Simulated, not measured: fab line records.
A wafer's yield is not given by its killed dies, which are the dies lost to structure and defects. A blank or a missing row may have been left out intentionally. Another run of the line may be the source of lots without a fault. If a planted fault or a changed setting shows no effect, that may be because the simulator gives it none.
Struck lot and sound lot, side by side ; flow sky130 ; 15 steps out of a route of 708
Sound: wafers L950.3, L950.4, L950.6. Wafers struck: L957.3, L957.4, L957.5. The cause comes at the end.
For every step that has rows: the tool of each side, followed by ch and its chambers, followed by its first start. Under that, the readings that differ: sound wafers ; struck wafers ; difference of the means ; sigmas: that difference in standard deviations of wafers without a fault.
alike: same words and numbers on both sides, and readings whose means sit less than 2 such deviations apart. not compared: any withheld reading, any reading some wafer has no value for, any bound like >300 that may hide the same value, and any number with overlapping values for which the record gives no deviation.
A row with sigmas, a row that says differs or no value, or rows on one side alone: a step with any of these is where the two part. Numbers that have no deviation but don't overlap get no sigmas and don't part them. A reading that every wafer of one side lacks parts them only if that side has two wafers or more.

SKY_CONTACT_BOW_MEAS_05:
  sound on film_metro-01 at day 33 20:10; struck on film_metro-03 at day 36 11:29
  alike: CONTACT_BOW
then, 8 steps without rows for these wafers: SKY_CONTACT_DEHYDRATE_06 (time 60 s); SKY_CONTACT_HMDS_07 (prime time 60 s); SKY_CONTACT_COAT_08 (resist thk 60 nm); SKY_CONTACT_COAT_09 (resist thk 450 nm); SKY_CONTACT_SOFTBAKE_10 (time 88.25 s); SKY_CONTACT_EXPOSE_11 (exposes mask CTM1, target cd 170 nm); SKY_CONTACT_PEB_12; SKY_CONTACT_DEVELOP_13 (develop time 60 s).
SKY_CONTACT_CD_MEAS_14: the cd target is 170 nm.
  sound on cd_sem-02 at day 34 22:23; struck on cd_sem-01 at day 37 14:14
reading;sound;struck;difference;sigmas
cd_nm (nm);171.9 170.4 171.5;168.1 167.8 169.1;-2.9;-2
SKY_CONTACT_OVL_MEAS_15:
  sound on overlay-01 at day 34 22:29; struck on overlay-01 at day 37 14:20
  alike: CONTACT_OVL
SKY_CONTACT_ETCH_16: etches BARC in N2/H2, stops on SiO2, time 45.9 s, target depth 60 nm.
  sound on rie_diel-01 ch 2,3, day 34 22:31; struck on rie_diel-01 ch 1,2,3, day 37 14:22
  alike: drypump_motor_current_A, oes_product_au, rf_fwd_power_W, throttle_valve_pct
  not compared: rf_hours_counter_h
SKY_CONTACT_ETCH_17: etches SiO2 in C4F8/O2/Ar, stops on Si3N4, target depth 340 nm.
  sound on rie_diel-01 ch 2,3, day 34 22:33; struck on rie_diel-01 ch 1,2,3, day 37 14:24
reading;sound;struck;difference;sigmas
rf_fwd_power_W (W);1485 1492 1490;1722 1729 1715;+233;+42
model.CONTACT.feature_depth_nm (nm);339.6 339.4 339.9;342.2 343.1 341.9;+2.8;
model.Si3N4_of_CONTACT_CVD_00.thk_nm (nm);74.21 74.68 75;69.98 71.25 70.9;-3.92;
model.KrF-thick_of_CONTACT_COAT_09.thk_nm (nm);326.8 328.4 328.4;323.8 324.7 324;-3.7;
  alike: oes_product_au
SKY_CONTACT_ETCH_18: etches Si3N4 in CHF3/O2, stops on TiN, time 39 s, target depth 75 nm.
  sound on rie_diel-01 ch 2,3; struck on rie_diel-01 ch 1,2,3
reading;sound;struck;difference;sigmas
oes_product_au (a.u.);0.849 0.860 0.864;0.823 0.829 0.838;-0.028;-4
throttle_valve_pct (%);8.789 8.797 8.819;8.784 8.778 8.784;-0.020;-2
model.etch.depth_nm (nm);74.21 74.68 75;69.98 71.25 70.9;-3.92;
model.KrF-thick_of_CONTACT_COAT_09.thk_nm (nm);240.7 243.2 243.8;238.4 238.8 238.3;-4.1;
  alike: chf3_flow_sccm, drypump_motor_current_A, rf_fwd_power_W
  not compared: rf_hours_counter_h
SKY_CONTACT_STRIP_19: strips in O2/N2.
  sound on plasma_asher-02 ch 0,1, day 34 22:40; struck on plasma_asher-03 ch 0,1, day 37 14:31
  alike: drypump_motor_current_A, oes_product_au, strip_time_to_endpoint_s
  not compared: rf_hours_counter_h

WHERE THEY PART
First at SKY_CONTACT_CD_MEAS_14; last, within this record, at SKY_CONTACT_ETCH_18. Later steps at which nothing parts them and some readings are alike: SKY_CONTACT_STRIP_19.

WHY: whatever the simulator had introduced
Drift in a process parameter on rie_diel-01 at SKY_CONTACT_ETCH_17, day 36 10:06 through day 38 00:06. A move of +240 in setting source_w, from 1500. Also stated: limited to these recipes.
